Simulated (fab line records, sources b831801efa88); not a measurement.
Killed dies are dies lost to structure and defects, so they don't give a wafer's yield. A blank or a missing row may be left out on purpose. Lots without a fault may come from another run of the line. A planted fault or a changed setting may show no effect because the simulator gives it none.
Which tool did it? | flow gf180mcu | 11 lots, 33 wafers sampled, at 5 steps of a route of 602

WHAT THE GAUGES READ, wafer by wafer
GF_STI_THK_MEAS_30. Usual: STI_OXIDATION_02_THK 9.97 nm, standard deviation 0.17.
lot  | measured    | on            | STI_OXIDATION_02_THK (nm) | flag
L227 | day 2 09:08 | film_metro-03 | 10.20 10.11 10.07         |
L228 | day 2 12:05 | film_metro-01 | 9.80 9.85 9.81            |
L229 | day 2 16:32 | film_metro-01 | 9.94 9.86 9.87            |
L230 | day 2 21:08 | film_metro-02 | 9.67 9.68 9.65            |
L231 | day 3 02:11 | film_metro-03 | 10.03 10.05 9.92          |
L232 | day 3 07:40 | film_metro-01 | 9.82 9.72 9.82            |
L233 | day 3 13:07 | film_metro-02 | 10.10 10.06 9.96          |
L234 | day 3 17:26 | film_metro-03 | 10.05 10.10 10.23         |
L239 | day 4 20:17 | film_metro-02 | 7.18 7.12 7.12            | OFF
L240 | day 5 00:22 | film_metro-02 | 7.22 7.21 7.13            | OFF
L247 | day 6 15:08 | film_metro-02 | 10.15 10.19 9.99          |

GF_V2_BOW_MEAS_05. Usual: V2_BOW 100 um, standard deviation 8.5.
lot  | measured     | on            | V2_BOW (um) | flag
L227 | day 19 04:14 | film_metro-01 | 101 99 101  |
L228 | day 19 14:09 | film_metro-02 | 98 97 102   |
L229 | day 20 00:44 | film_metro-01 | 95 112 94   |
L230 | day 20 03:04 | film_metro-04 | 103 104 86  |
L231 | day 20 16:35 | film_metro-04 | 113 111 102 |
L232 | day 21 06:33 | film_metro-04 | 94 107 106  |
L233 | day 21 13:41 | film_metro-01 | 91 82 97    |
L234 | day 21 19:41 | film_metro-01 | 105 96 102  |
L239 | day 23 16:02 | film_metro-01 | 109 98 109  |
L240 | day 24 03:05 | film_metro-01 | 94 94 113   |
L247 | day 26 08:13 | film_metro-02 | 101 101 90  |

GF_V2_OVL_MEAS_15. Usual: V2_OVL -6 nm, standard deviation 5.7.
lot  | measured     | on         | V2_OVL (nm) | flag
L227 | day 20 04:10 | overlay-02 | 2 -8 -4     |
L228 | day 20 14:38 | overlay-02 | -9 -9 -3    |
L229 | day 21 00:58 | overlay-02 | -5 -11 -9   |
L230 | day 21 03:35 | overlay-02 | 2 3 -1      |
L231 | day 21 16:49 | overlay-01 | -4 -6 -12   |
L232 | day 22 06:19 | overlay-01 | -5 -7 -6    |
L233 | day 22 12:44 | overlay-02 | -5 -17 3    |
L234 | day 22 19:14 | overlay-01 | -16 -14 -11 |
L239 | day 24 14:15 | overlay-01 | -16 -16 -13 |
L240 | day 25 01:02 | overlay-01 | -14 -18 -18 |
L247 | day 27 04:41 | overlay-02 | -5 9 -6     |

GF_V3_THK_MEAS_03. Usual: V3_CVD_02_THK 851 nm, standard deviation 12.
lot  | measured     | on            | V3_CVD_02_THK (nm) | flag
L227 | day 21 06:26 | film_metro-01 | 849 868 868        |
L228 | day 21 17:23 | film_metro-01 | 853 855 860        |
L229 | day 22 03:18 | film_metro-02 | 867 869 853        |
L230 | day 22 05:38 | film_metro-01 | 862 874 869        |
L231 | day 22 18:48 | film_metro-01 | 842 855 858        |
L232 | day 23 07:30 | film_metro-03 | 854 878 873        |
L233 | day 23 13:47 | film_metro-01 | 858 873 873        |
L234 | day 23 20:20 | film_metro-02 | 842 854 862        |
L239 | day 25 14:10 | film_metro-01 | 841 865 854        |
L240 | day 26 00:50 | film_metro-02 | 846 839 854        |
L247 | day 28 03:47 | film_metro-03 | 845 847 864        |

WHICH TOOL RAN EACH LOT (tool, then ch and the chambers of the sampled wafers, then the start)
lot  | GF_STI_OXIDATION_29
L227 | furnace-02 ch 0, day 2 07:43
L228 | furnace-02 ch 0, day 2 10:40
L229 | furnace-02 ch 0, day 2 15:07
L230 | furnace-01 ch 0, day 2 19:43
L231 | furnace-02 ch 0, day 3 00:48
L232 | furnace-02 ch 0, day 3 06:16
L233 | furnace-01 ch 0, day 3 11:43
L234 | furnace-02 ch 0, day 3 16:03
L239 | furnace-01 ch 0, day 4 18:53
L240 | furnace-01 ch 0, day 4 22:58
L247 | furnace-02 ch 0, day 6 13:44
- GF_STI_OXIDATION_29: stabilise 600 s, purge 300 s, target thk 10 nm.

WHAT THE TOOLS THEMSELVES READ (means of the sampled wafers that have a number; where no wafer has one, the mark that the record gives instead)
GF_STI_OXIDATION_29. Usual: spike_tc_top_C 909.1 C, standard deviation 2; zone_power_bottom_pct 28.2 %, standard deviation 1.1.
lot  | tool       | spike_tc_top_C (C) | zone_power_bottom_pct (%) | flag
L227 | furnace-02 | 911.1              | 27.4                      |
L228 | furnace-02 | 911.3              | 27.3                      |
L229 | furnace-02 | 910.6              | 27.0                      |
L230 | furnace-01 | 907.1              | 29.3                      |
L231 | furnace-02 | 910.6              | 27.3                      |
L232 | furnace-02 | 910.3              | 27.2                      |
L233 | furnace-01 | 905.6              | 29.0                      |
L234 | furnace-02 | 911.2              | 27.4                      |
L239 | furnace-01 | 907.8              | 29.4                      |
L240 | furnace-01 | 907.5              | 29.5                      |
L247 | furnace-02 | 910.2              | 27.5                      |

THE ANSWER, worked out from the rows above alone
Rule: a lot is off if the mean of its wafers that have a number lies more than 3 standard deviations from the usual mean. A lot without any number at a reading at which 4 lots or more have one is off too. The other lots that the step has rows for count as sound. The gauges are gone through in route order, then the tools' own readings, and for those a lot's mean is taken as printed above. The first step at which some lot is off is used, and at that step the reading that is off furthest; a lot without a number counts as furthest.
Off: L239, L240, at GF_STI_THK_MEAS_30 (STI_OXIDATION_02_THK).
A tool fits if, at a process step before that reading, it ran every lot that is off, and no sound lot after the first of them. The gauges at GF_STI_THK_MEAS_30 are tried like those tools. One fits: furnace-01 at GF_STI_OXIDATION_29. Its last sound lot is L233 (day 3 11:43), its first lot that is off L239 (day 4 18:53): a fault that began between those two fits.

WHAT THE SIMULATOR HAD PUT IN
Process parameter drift: furnace-01, from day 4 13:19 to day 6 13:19, at GF_STI_OXIDATION_29. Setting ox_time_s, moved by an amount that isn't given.
Lots struck among those shown: L239, L240. The rule above found the same.
